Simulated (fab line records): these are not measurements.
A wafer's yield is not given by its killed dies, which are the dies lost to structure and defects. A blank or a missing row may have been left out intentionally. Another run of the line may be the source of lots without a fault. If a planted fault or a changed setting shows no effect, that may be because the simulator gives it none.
fab line records | flow gf180mcu
record lots=13 | wafers=39 | lastDay=34
route steps=602 shown V2@384 V3@450 M4@471
lots that met no fault: taken from a fault-free run of the same line
startH: start of the lot's first displayed wafer, in hours after the record's first day | waitH: hours elapsed since this lot's preceding step | " repeats the value in the row above | L1.1+2: several wafers, shown together as one row | - no value present, or no start provided | * or withheld: withheld | < > ~ a bound
route shown NAME@n: a module of which the file shows steps, and the number in the route of the first | usual: mean/standard deviation taken from wafers without a fault | same: alike in all rows | chamber/n: place in a boat | sites: per-site readings | _std_site: standard deviation of those values | _edge_site: mean of outer sites minus mean of inner sites | radiusMm: for every site, how far away it sits from the centre of the wafer | mask NAME#n: copy n | behind: the tool/chamber that last shaped the wafer | hold: the reason the lot was held/the length of the hold in hours/how it ended | device: whichever transistor did not switch (one of n, p or np) | end of line: tests run on the same wafers once the route is complete | where a step has no rows: the recipe by itself | killed: at the first sort, the dies lost to defects and structure; wafer yield is something else | map: per-die view of a wafer (x killed, . not killed, _ where there is no die)
set.NAME: the setting as run; set.NAME@STEP: as run at that earlier step | model.NAME: the simulator's own value behind a step, which no gauge read
steps of the route over a sample of lots; a table a step, a row a wafer
services: when a tool's chamber went out of use (startH, in hours from the record's first day, below 0 if earlier), for how many hours, and the reason
## steps
# step GF_V2_CVD_02
# recipe material=SiO2 | targetThkNm=850 | precursor=TEOS | tempC=400 | timeS=94.851 | rfW=600
# usual heaterPowerW=654/83 | rfFwdPowerW=596.8/2.1
lot.wafer | tool     | chamber | startH | waitH | heaterPowerW | rfFwdPowerW
L950.1    | pecvd-04 | 0       | 440.77 | 0.1   | 710          | 594.4
L950.5    | "        | 2       | "      | "     | 649          | 594.5
L950.6    | "        | 1       | "      | "     | 605          | 597.6
L953.2    | pecvd-03 | 0       | 471.23 | 0.0   | 670          | 598.1
L953.3    | "        | 1       | "      | "     | 529          | 598.8
L953.6    | "        | 1       | "      | "     | 586          | 596.6
L954.1    | pecvd-03 | 1       | 478.45 | 0.1   | 640          | 595.5
L954.3    | "        | 2       | "      | "     | 740          | 596.6
L954.6    | "        | 2       | "      | "     | 806          | 596.4
L955.1    | pecvd-02 | 0       | 486.06 | 0.1   | 707          | 596.5
L955.2    | "        | 2       | "      | "     | 622          | 596.4
L955.6    | "        | 1       | "      | "     | 643          | 595.1
L957.2    | pecvd-02 | 1       | 514.12 | 0.0   | 686          | 600.9
L957.4    | "        | 1       | "      | "     | 731          | 599.6
L957.5    | "        | 2       | "      | "     | 582          | 594.8
L959.2    | pecvd-04 | 0       | 528.74 | 0.0   | 678          | 597.0
L959.3    | "        | 1       | "      | "     | 591          | 596.1
L959.6    | "        | 2       | "      | "     | 537          | 594.6
L960.1    | pecvd-04 | 2       | 531.15 | 0.1   | 654          | 594.5
L960.3    | "        | 0       | "      | "     | 643          | 596.3
L960.6    | "        | 2       | "      | "     | 671          | 593.2
L962.1    | pecvd-02 | 1       | 545.97 | 0.1   | 796          | 594.4
L962.3    | "        | 2       | "      | "     | 592          | 598.6
L962.6    | "        | 2       | "      | "     | 502          | 600.0
L969.2    | pecvd-02 | 0       | 604.13 | 0.0   | 660          | 591.9
L969.5    | "        | 0       | "      | "     | 697          | 591.5
L969.6    | "        | 2       | "      | "     | 609          | 596.0
L970.3    | pecvd-02 | 0       | 609.75 | 0.0   | 719          | 594.6
L970.4    | "        | 0       | "      | "     | 576          | 594.0
L970.6    | "        | 1       | "      | "     | 800          | 594.8
L972.1    | pecvd-03 | 2       | 622.82 | 0.1   | 724          | 598.9
L972.4    | "        | 1       | "      | "     | 515          | 597.4
L972.5    | "        | 2       | "      | "     | 769          | 595.2
L971.2    | pecvd-02 | 1       | 625.11 | 0.0   | 729          | 600.0
L971.3    | "        | 2       | "      | "     | 547          | 597.7
L971.6    | "        | 1       | "      | "     | 782          | 597.8
L973.1    | pecvd-03 | 0       | 632.21 | 0.1   | 676          | 597.7
L973.4    | "        | 1       | "      | "     | 646          | 597.1
L973.6    | "        | 0       | "      | "     | 700          | 593.3
# step GF_V3_SPUTTER_21
# recipe material=Ti | targetThkNm=15 | chamberPressurePa=5 | powerW=2500 | substrateTempC=200 | timeS=80.02
# usual substrateTempC=200.00/0.17 | throttleValvePct=30.0/1
lot.wafer | tool          | chamber | startH | waitH | substrateTempC | throttleValvePct
L950.1    | pvdSputter-03 | -       | 516.17 | 0.0   | 200.19         | 29.9
L950.5    | "             | -       | "      | "     | 200.03         | 30.1
L950.6    | "             | -       | "      | "     | 200.02         | 29.9
L953.2    | pvdSputter-01 | -       | 545.68 | 0.0   | 200.11         | 29.6
L953.3    | "             | -       | "      | "     | 200.16         | 28.4
L953.6    | "             | -       | "      | "     | 199.60         | 30.8
L954.1    | pvdSputter-01 | -       | 552.60 | 0.0   | 199.87         | 30.4
L954.3    | "             | -       | "      | "     | 199.87         | 28.1
L954.6    | "             | -       | "      | "     | 199.89         | 30.6
L955.1    | pvdSputter-03 | -       | 560.11 | 0.0   | 200.16         | 30.0
L955.2    | "             | -       | "      | "     | 199.74         | 29.7
L955.6    | "             | -       | "      | "     | 199.35         | 29.8
L957.2    | pvdSputter-02 | -       | 586.10 | 0.0   | 199.99         | 30.5
L957.4    | "             | -       | "      | "     | 199.98         | 31.4
L957.5    | "             | -       | "      | "     | 199.92         | 31.0
L959.2    | pvdSputter-03 | -       | 598.18 | 0.0   | 200.26         | 29.0
L959.3    | "             | -       | "      | "     | 200.12         | 30.2
L959.6    | "             | -       | "      | "     | 200.12         | 28.8
L960.1    | pvdSputter-01 | -       | 601.90 | 0.0   | 199.94         | 30.1
L960.3    | "             | -       | "      | "     | 200.04         | 30.1
L960.6    | "             | -       | "      | "     | 200.15         | 30.4
L962.1    | pvdSputter-03 | -       | 615.83 | 0.0   | 199.89         | 29.1
L962.3    | "             | -       | "      | "     | 199.98         | 29.9
L962.6    | "             | -       | "      | "     | 200.30         | 29.7
L969.2    | pvdSputter-03 | -       | 669.64 | 0.0   | 199.85         | 29.7
L969.5    | "             | -       | "      | "     | 199.68         | 29.9
L969.6    | "             | -       | "      | "     | 200.29         | 30.0
L970.3    | pvdSputter-02 | -       | 673.58 | 0.0   | 199.96         | 33.0
L970.4    | "             | -       | "      | "     | 200.01         | 30.9
L970.6    | "             | -       | "      | "     | 200.11         | 32.6
L972.1    | pvdSputter-01 | -       | 684.72 | 0.0   | 200.03         | 29.6
L972.4    | "             | -       | "      | "     | 200.09         | 30.5
L972.5    | "             | -       | "      | "     | 200.11         | 30.7
L971.2    | pvdSputter-01 | -       | 688.75 | 0.0   | 199.83         | 30.1
L971.3    | "             | -       | "      | "     | 200.18         | 30.6
L971.6    | "             | -       | "      | "     | 200.15         | 29.9
L973.1    | pvdSputter-03 | -       | 694.17 | 0.0   | 200.03         | 30.1
L973.4    | "             | -       | "      | "     | 200.07         | 29.7
L973.6    | "             | -       | "      | "     | 200.08         | 30.0
# step GF_V3_CMP_26
# recipe stopOn=SiO2 | downForcePsi=3.5 | platenRpm=60 | tOverpolishS=15 | targetThkNm=0 | padVelocityMS=0.94248
# usual motorCurrentA=10.8/0.93 | overpolishRunS=15.000/0.0077 | tOverpolishS=15/0 | timeToEndpointS=85/4.6
lot.wafer | tool   | chamber | startH | waitH | motorCurrentA | overpolishRunS | tOverpolishS | timeToEndpointS
L950.1    | cmp-01 | 3       | 516.68 | 0.1   | 11.1          | 14.990         | 15           | 83
L950.6    | "      | 3       | "      | "     | 10.5          | 14.990         | 15           | 79
L950.5    | "      | 0       | "      | "     | 10.6          | 14.995         | 15           | 80
L953.3    | cmp-02 | 1       | 546.07 | 0.0   | 9.7           | 15.012         | 15           | 90
L953.2    | "      | 2       | "      | "     | 10.2          | 14.998         | 15           | 83
L953.6    | "      | 2       | "      | "     | 9.9           | 15.010         | 15           | 85
L954.3    | cmp-01 | 1       | 553.04 | 0.1   | 11.6          | 15.010         | 15           | 81
L954.1    | "      | 3       | "      | "     | 10.6          | 15.001         | 15           | 82
L954.6    | "      | 1       | "      | "     | 11.1          | 15.009         | 15           | 83
L955.2    | cmp-02 | 0       | 560.50 | 0.0   | 10.7          | 15.012         | 15           | 88
L955.1    | "      | 3       | "      | "     | 12.2          | 15.008         | 15           | 85
L955.6    | "      | 0       | "      | "     | 10.6          | 15.012         | 15           | 86
L957.4    | cmp-02 | 2       | 586.54 | 0.1   | 10.3          | 14.996         | 15           | 84
L957.2    | "      | 0       | "      | "     | 10.5          | 15.003         | 15           | 92
L957.5    | "      | 1       | "      | "     | 9.4           | 15.013         | 15           | 89
L959.2    | cmp-02 | 1       | 598.67 | 0.1   | 9.5           | 16.048         | 16.039       | 92
L959.3    | "      | 2       | "      | "     | 9.5           | 16.052         | 16.039       | 87
L959.6    | "      | 3       | "      | "     | 12.9          | 16.056         | 16.039       | 87
L960.1    | cmp-02 | 0       | 602.34 | 0.1   | 10.2          | 16.037         | 16.039       | 90
L960.3    | "      | 2       | "      | "     | 9.6           | 16.037         | 16.039       | 83
L960.6    | "      | 0       | "      | "     | 11.4          | 16.043         | 16.039       | 87
L962.3    | cmp-01 | 0       | 616.32 | 0.1   | 10.6          | 15.005         | 15           | 87
L962.1    | "      | 1       | "      | "     | 10.9          | 14.998         | 15           | 86
L962.6    | "      | 3       | "      | "     | 10.4          | 15.011         | 15           | 85
L969.2    | cmp-01 | 1       | 670.13 | 0.1   | 12.2          | 14.999         | 15           | 84
L969.5    | "      | 3       | "      | "     | 11.1          | 14.993         | 15           | 81
L969.6    | "      | 0       | "      | "     | 10.4          | 14.986         | 15           | 82
L970.4    | cmp-02 | 1       | 674.02 | 0.1   | 9.9           | 15.001         | 15           | 88
L970.3    | "      | 3       | "      | "     | 12.8          | 15.006         | 15           | 81
L970.6    | "      | 0       | "      | "     | 10.8          | 14.999         | 15           | 87
L972.1    | cmp-01 | 1       | 685.16 | 0.1   | 12.1          | 15.005         | 15           | 76
L972.4    | "      | 3       | "      | "     | 11.1          | 14.988         | 15           | 75
L972.5    | "      | 1       | "      | "     | 11.9          | 14.984         | 15           | 75
L971.3    | cmp-02 | 0       | 689.19 | 0.1   | 10.3          | 15.017         | 15           | 92
L971.2    | "      | 2       | "      | "     | 9.7           | 15.006         | 15           | 89
L971.6    | "      | 3       | "      | "     | 12.7          | 14.993         | 15           | 92
L973.1    | cmp-02 | 3       | 694.66 | 0.1   | 12.0          | 15.015         | 15           | 86
L973.4    | "      | 0       | "      | "     | 10.4          | 14.991         | 15           | 89
L973.6    | "      | 1       | "      | "     | 10.0          | 14.999         | 15           | 90
# step GF_M4_OVL_MEAS_15
# usual M4_OVL=1/5.4
lot.wafer | tool       | chamber | startH | waitH | M4_OVL[nm]
L950.1    | overlay-01 | -       | 539.98 | 0.1   | 2
L950.5    | "          | -       | "      | "     | 3
L950.6    | "          | -       | "      | "     | -2
L953.2    | overlay-01 | -       | 568.25 | 0.1   | 1
L953.3    | "          | -       | "      | "     | 0
L953.6    | "          | -       | "      | "     | -2
L954.1    | overlay-01 | -       | 575.40 | 0.1   | -9
L954.3    | "          | -       | "      | "     | -3
L954.6    | "          | -       | "      | "     | -12
L955.1    | overlay-02 | -       | 583.10 | 0.1   | 3
L955.2    | "          | -       | "      | "     | -5
L955.6    | "          | -       | "      | "     | 2
L957.2    | overlay-01 | -       | 607.78 | 0.1   | 3
L957.4    | "          | -       | "      | "     | 4
L957.5    | "          | -       | "      | "     | 0
L959.2    | overlay-02 | -       | 619.61 | 0.1   | -2
L959.3    | "          | -       | "      | "     | 1
L959.6    | "          | -       | "      | "     | 12
L960.1    | overlay-02 | -       | 623.72 | 0.1   | 1
L960.3    | "          | -       | "      | "     | 5
L960.6    | "          | -       | "      | "     | 1
L962.1    | overlay-02 | -       | 636.60 | 0.1   | 1
L962.3    | "          | -       | "      | "     | 4
L962.6    | "          | -       | "      | "     | 0
L969.2    | overlay-02 | -       | 690.25 | 0.1   | 4
L969.5    | "          | -       | "      | "     | 20
L969.6    | "          | -       | "      | "     | 6
L970.3    | overlay-02 | -       | 693.14 | 0.1   | -1
L970.4    | "          | -       | "      | "     | 3
L970.6    | "          | -       | "      | "     | -2
L972.1    | overlay-02 | -       | 704.75 | 0.1   | 2
L972.4    | "          | -       | "      | "     | 2
L972.5    | "          | -       | "      | "     | -1
L971.2    | overlay-02 | -       | 708.06 | 0.1   | 2
L971.3    | "          | -       | "      | "     | 3
L971.6    | "          | -       | "      | "     | 7
L973.1    | overlay-02 | -       | 713.40 | 0.1   | -6
L973.4    | "          | -       | "      | "     | -5
L973.6    | "          | -       | "      | "     | -13
## services
tool          | chamber | startH | hours | kind
cmp-01        | -       | 419.17 | 1.8   | repair
cmp-02        | -       | 439.63 | 6.9   | pm
pvdSputter-01 | -       | 456.39 | 1.3   | repair
pvdSputter-02 | -       | 457.59 | 5.3   | repair
pvdSputter-02 | -       | 470.42 | 1.7   | repair
pecvd-02      | 0       | 475.77 | 10.0  | repair
cmp-01        | -       | 475.82 | 6.0   | pm
cmp-02        | -       | 476.84 | 2.7   | repair
pecvd-04      | -       | 504.66 | 1.0   | repair
pecvd-03      | -       | 507.72 | 3.1   | repair
cmp-02        | -       | 520.13 | 12.4  | pm
cmp-01        | -       | 545.81 | 2.9   | repair
pvdSputter-02 | -       | 557.46 | 0.6   | repair
pecvd-03      | -       | 565.80 | 1.8   | repair
cmp-01        | -       | 572.00 | 4.0   | pm
cmp-01        | -       | 576.00 | -     | consumableReplace:conditioner
cmp-01        | -       | 576.00 | -     | consumableReplace:pad
pvdSputter-01 | -       | 577.60 | 3.2   | repair
pvdSputter-03 | -       | 585.05 | 1.3   | repair
cmp-02        | -       | 637.04 | 2.2   | repair
cmp-01        | -       | 653.46 | 1.0   | repair
pvdSputter-02 | -       | 666.39 | 6.1   | repair
pvdSputter-03 | -       | 683.27 | 4.5   | repair
## key
firstSign step=GF_V3_CMP_26 | reading=tOverpolishS | direction=up | sigmas=99+ | usual=15 | struck=16.039
effect step=GF_V3_CMP_26 | reading=overpolishRunS | direction=up | sigmas=99+ | usual=15.000 | struck=16.045
metAt GF_V3_CMP_26
struckLots L959,L960
notActingAt GF_V2_CVD_02,GF_V3_SPUTTER_21,GF_M4_OVL_MEAS_15
onsetBetween 586.54 598.67
fault kind=processParameterDrift | tool=cmp-02 | chamber=- | onsetH=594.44 | steps=GF_V3_CMP_26 | channel=tOverpolishS | offset=1.039 | shape=step | endH=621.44 | actsIn=theseRecipesOnly | stated=15
